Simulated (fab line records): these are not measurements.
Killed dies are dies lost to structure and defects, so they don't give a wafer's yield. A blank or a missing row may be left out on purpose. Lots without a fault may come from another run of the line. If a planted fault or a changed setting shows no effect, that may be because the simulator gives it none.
Which tool was responsible? || flow sky130 || route of 708 steps, sampled at 1 step: 6 lots, 18 wafers

## WHAT EACH GAUGE READ, for each wafer
SKY_SD_N_CD_MEAS_07: the cd target is 380 nm.
{"lot": "L429", "measured": "day 28 07:03", "on": "cdSem-02", "cdNm (nm)": "376.0 373.2 378.3"}
{"lot": "L433", "measured": "day 29 15:53", "on": "cdSem-02", "cdNm (nm)": "377.6 377.8 380.1"}
{"lot": "L443", "measured": "day 33 06:52", "on": "cdSem-02", "cdNm (nm)": "374.4 373.6 374.8"}
{"lot": "L445", "measured": "day 33 15:46", "on": "cdSem-02", "cdNm (nm)": "383.7 384.7 384.2"}
{"lot": "L448", "measured": "day 34 20:15", "on": "cdSem-01", "cdNm (nm)": "380.1 381.4 382.2"}
{"lot": "L450", "measured": "day 35 10:23", "on": "cdSem-01", "cdNm (nm)": "379.7 375.4 376.2"}

## WHICH TOOL RAN EACH LOT (tool, then ch and the chambers of the sampled wafers, then the start)
The record holds no process step before these readings.

## THE ANSWER, worked out from the rows above alone
Rule: usual is defined by the lots themselves. Put in order of their means at a reading, lots are off if they are a third of the lots or fewer, leave a main group of 4 or more, and stand apart from it by a gap of 3 or more times the standard deviation of the main group's means; of several such gaps the widest counts. If all means in a main group match to the digits the tables above print for the reading, that group is not used. Also off: a lot with no number at a reading for which 4 or more lots have one. Any other lot the step has rows for is counted as sound.
None of the lots is off at any reading shown; this tells nothing.

## WHAT WAS PUT IN BY THE SIMULATOR
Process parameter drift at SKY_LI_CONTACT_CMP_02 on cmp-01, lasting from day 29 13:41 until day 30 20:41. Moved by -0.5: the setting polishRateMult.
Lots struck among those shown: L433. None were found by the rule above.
